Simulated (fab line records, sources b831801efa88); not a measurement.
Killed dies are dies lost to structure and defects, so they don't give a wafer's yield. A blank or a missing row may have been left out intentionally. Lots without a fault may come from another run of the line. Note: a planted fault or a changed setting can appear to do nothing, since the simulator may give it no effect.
A lot that was struck, set against a sound lot    flow sky130    14 out of 708 route steps
Sound: these wafers, L553.2, L553.4, L553.6. Struck: wafer L565.6; the same lot's L565.4 was not struck, so it is left out; see the end for the cause.
For every step that has rows: the tool of each side, followed by ch and its chambers, followed by its first start. Under that, the readings that differ: sound wafers    struck wafers    difference of the means    sigmas: that difference in standard deviations of wafers without a fault.
alike: a reading whose means differ by less than 2 such deviations, as well as words and numbers matching on both sides. not compared: withheld readings; readings where some wafer has no value; bounds like >300 that might hide an equal value; numbers whose values overlap and for which the record gives no deviation.
The two part at a step that has a row with sigmas, a row that says differs or no value, or rows on one side only. Numbers that have no deviation but don't overlap get no sigmas and don't part them. A reading missing from all wafers of one side parts the sides only when that side holds two or more wafers.

first, 4 steps without rows for these wafers: SKY_VIA3_SOFTBAKE_08 (time 90 s); SKY_VIA3_EXPOSE_09 (exposes mask VIM3, target cd 200 nm); SKY_VIA3_PEB_10; SKY_VIA3_DEVELOP_11 (develop time 60 s).
SKY_VIA3_CD_MEAS_12: the cd target is 200 nm.
  struck on cd_sem-02, day 44 12:09; sound on cd_sem-01, day 41 05:49
  alike: cd_nm
SKY_VIA3_OVL_MEAS_13:
  struck on overlay-01, day 44 12:14; sound on overlay-01, day 41 05:55
  alike: VIA3_OVL
SKY_VIA3_ETCH_14: etches BARC in N2/H2, stops on SiO2, time 45.9 s, target depth 60 nm.
  sound on rie_diel-04 ch 1,2,3, day 41 05:57; struck on rie_diel-04 ch 1, day 44 12:15
  alike: drypump_motor_current_A, h2_flow_sccm, oes_product_au, throttle_valve_pct
  not compared: rf_hours_counter_h
SKY_VIA3_ETCH_15: etches SiO2 in C4F8/O2/Ar, stops on TiN, target depth 507 nm, time 78 s.
  sound on rie_diel-04 ch 1,2,3, day 41 05:59; struck on rie_diel-04 ch 1, day 44 12:17
  alike: oes_product_au
SKY_VIA3_STRIP_16: strips in O2/N2.
  sound on plasma_asher-01 ch 0,1, day 41 06:03; struck on plasma_asher-02 ch 1, day 44 12:23
  alike: drypump_motor_current_A, o2_flow_sccm, oes_product_au, strip_time_to_endpoint_s
  not compared: rf_hours_counter_h
then, 3 steps without rows for these wafers: SKY_VIA3_STRIP_17 (strips in post etch residue remover, time 1200 s); SKY_VIA3_CLEAN_18 (cleans in IPA, time 180 s); SKY_VIA3_CLEAN_19 (cleans in O3/DIW).
SKY_VIA3_SPUTTER_20: material TiN, target thk 20 nm, time 80 s.
  struck on pvd_sputter-02, day 44 12:59; sound on pvd_sputter-02, day 41 06:43
reading                                   sound              struck  difference  sigmas
model.TiN_of_VIA3_SPUTTER_20.thk_nm (nm)  19.92 19.65 19.86  20.6    +0.8        
  alike: throttle_valve_pct
SKY_VIA3_CVD_21: deposits W, target thk 390 nm, time 117.31 s.
  sound on cvd_w-02 ch 1, day 41 06:49; struck on cvd_w-02 ch 0, day 44 13:05
reading             sound        struck  difference  sigmas
heater_power_w (W)  942 916 910  756     -167        -3

## WHERE THEY PART
Within this record, at SKY_VIA3_CVD_21 only.

WHY: what the simulator had put in
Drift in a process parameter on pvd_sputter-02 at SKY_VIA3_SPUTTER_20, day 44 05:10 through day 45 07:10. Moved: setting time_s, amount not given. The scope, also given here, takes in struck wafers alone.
